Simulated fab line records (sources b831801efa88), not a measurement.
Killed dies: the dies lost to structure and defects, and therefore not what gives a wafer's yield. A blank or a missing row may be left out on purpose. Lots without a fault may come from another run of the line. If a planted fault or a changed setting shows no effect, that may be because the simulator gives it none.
Matching of chambers || flow sky130 || SKY_VIA4_CMP_02 on cmp-02 has 4 sister chambers
The step polishes SiO2. 16 wafers are shown with their chamber, then 8 later ones without.

WAFERS, EACH WITH ITS CHAMBER
{"wafer": "L203.2", "chamber": 3, "motor-current-A (A)": 12.0, "retaining-ring-pressure-frac": 0.995, "head-pressure-psi (psi)": 3.996}
{"wafer": "L203.3", "chamber": 1, "motor-current-A (A)": 12.5, "retaining-ring-pressure-frac": 0.994, "head-pressure-psi (psi)": 4.011}
{"wafer": "L203.4", "chamber": 2, "motor-current-A (A)": 12.5, "retaining-ring-pressure-frac": 1.007, "head-pressure-psi (psi)": 4.000}
{"wafer": "L204.2", "chamber": 2, "motor-current-A (A)": 12.2, "retaining-ring-pressure-frac": 1.008, "head-pressure-psi (psi)": 3.993}
{"wafer": "L204.3", "chamber": 1, "motor-current-A (A)": 12.7, "retaining-ring-pressure-frac": 1.002, "head-pressure-psi (psi)": 4.001}
{"wafer": "L204.5", "chamber": 1, "motor-current-A (A)": 12.1, "retaining-ring-pressure-frac": 0.994, "head-pressure-psi (psi)": 4.004}
{"wafer": "L207.1", "chamber": 3, "motor-current-A (A)": 12.1, "retaining-ring-pressure-frac": 0.999, "head-pressure-psi (psi)": 4.002}
{"wafer": "L207.5", "chamber": 1, "motor-current-A (A)": 12.4, "retaining-ring-pressure-frac": 0.997, "head-pressure-psi (psi)": 3.996}
{"wafer": "L207.6", "chamber": 2, "motor-current-A (A)": 12.8, "retaining-ring-pressure-frac": 0.999, "head-pressure-psi (psi)": 4.004}
{"wafer": "L208.1", "chamber": 2, "motor-current-A (A)": 12.3, "retaining-ring-pressure-frac": 1.012, "head-pressure-psi (psi)": 4.003}
{"wafer": "L208.3", "chamber": 0, "motor-current-A (A)": 10.9, "retaining-ring-pressure-frac": 0.988, "head-pressure-psi (psi)": 4.003}
{"wafer": "L208.4", "chamber": 3, "motor-current-A (A)": 11.8, "retaining-ring-pressure-frac": 0.994, "head-pressure-psi (psi)": 3.994}
{"wafer": "L212.2", "chamber": 3, "motor-current-A (A)": 12.2, "retaining-ring-pressure-frac": 1.001, "head-pressure-psi (psi)": 4.007}
{"wafer": "L212.4", "chamber": 1, "motor-current-A (A)": 12.2, "retaining-ring-pressure-frac": 1.008, "head-pressure-psi (psi)": 3.988}
{"wafer": "L212.5", "chamber": 0, "motor-current-A (A)": 11.0, "retaining-ring-pressure-frac": 0.993, "head-pressure-psi (psi)": 4.008}
{"wafer": "L214.2", "chamber": 2, "motor-current-A (A)": 12.7, "retaining-ring-pressure-frac": 1.005, "head-pressure-psi (psi)": 3.995}

SIGNATURES, as means of the wafers listed above
{"reading": "motor-current-A", "chamber 0": 10.950, "chamber 1": 12.380, "chamber 2": 12.500, "chamber 3": 12.025, "scatter within a chamber": 0.22}
{"reading": "retaining-ring-pressure-frac", "chamber 0": 0.99050, "chamber 1": 0.99900, "chamber 2": 1.00620, "chamber 3": 0.99725, "scatter within a chamber": 0.00483}
{"reading": "head-pressure-psi", "chamber 0": 4.00550, "chamber 1": 4.00000, "chamber 2": 3.99900, "chamber 3": 3.99975, "scatter within a chamber": 0.00651}
Rule: for a wafer and a chamber, the distance is found by dividing, reading by reading, the gap between the wafer's reading and the chamber's mean by the reading's scatter, squaring, summing and taking the root. The wafer belongs to the nearest chamber; if the next one is less than 2 further off, it can't be placed. The scatter is the square root of a quotient: the sum, over the shown wafers, of each reading's squared deviation from its chamber's mean, divided by wafers minus chambers.

WAFERS WITHOUT THEIR CHAMBER
{"wafer": "L214.4", "motor-current-A (A)": 10.9, "retaining-ring-pressure-frac": 0.997, "head-pressure-psi (psi)": 4.006}
{"wafer": "L214.6", "motor-current-A (A)": 10.8, "retaining-ring-pressure-frac": 0.997, "head-pressure-psi (psi)": 4.004}
{"wafer": "L224.1", "motor-current-A (A)": 12.2, "retaining-ring-pressure-frac": 1.001, "head-pressure-psi (psi)": 4.010}
{"wafer": "L224.4", "motor-current-A (A)": 11.4, "retaining-ring-pressure-frac": 1.003, "head-pressure-psi (psi)": 3.999}
{"wafer": "L224.5", "motor-current-A (A)": 12.1, "retaining-ring-pressure-frac": 1.003, "head-pressure-psi (psi)": 4.008}
{"wafer": "L225.2", "motor-current-A (A)": 11.4, "retaining-ring-pressure-frac": 1.002, "head-pressure-psi (psi)": 4.011}
{"wafer": "L225.3", "motor-current-A (A)": 12.2, "retaining-ring-pressure-frac": 1.003, "head-pressure-psi (psi)": 4.003}
{"wafer": "L225.4", "motor-current-A (A)": 10.6, "retaining-ring-pressure-frac": 0.999, "head-pressure-psi (psi)": 4.019}

EACH ONE'S CHAMBER
{"wafer": "L214.4", "from the rows above": 0, "in truth": 0}
{"wafer": "L214.6", "from the rows above": 0, "in truth": 0}
{"wafer": "L224.1", "from the rows above": "can't be placed: 1 or 3 or 2", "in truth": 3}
{"wafer": "L224.4", "from the rows above": "can't be placed: 3 or 0 or 1 or 2", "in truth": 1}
{"wafer": "L224.5", "from the rows above": "can't be placed: 3 or 1 or 2", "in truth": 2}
{"wafer": "L225.2", "from the rows above": "can't be placed: 0 or 3 or 1", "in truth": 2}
{"wafer": "L225.3", "from the rows above": "can't be placed: 1 or 3 or 2", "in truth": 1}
{"wafer": "L225.4", "from the rows above": 0, "in truth": 0}
Correct placement for 3 of the 8. Cannot be placed on the basis of these rows: 5; the candidates contain the true chamber in 4. Placed wrongly: 0.
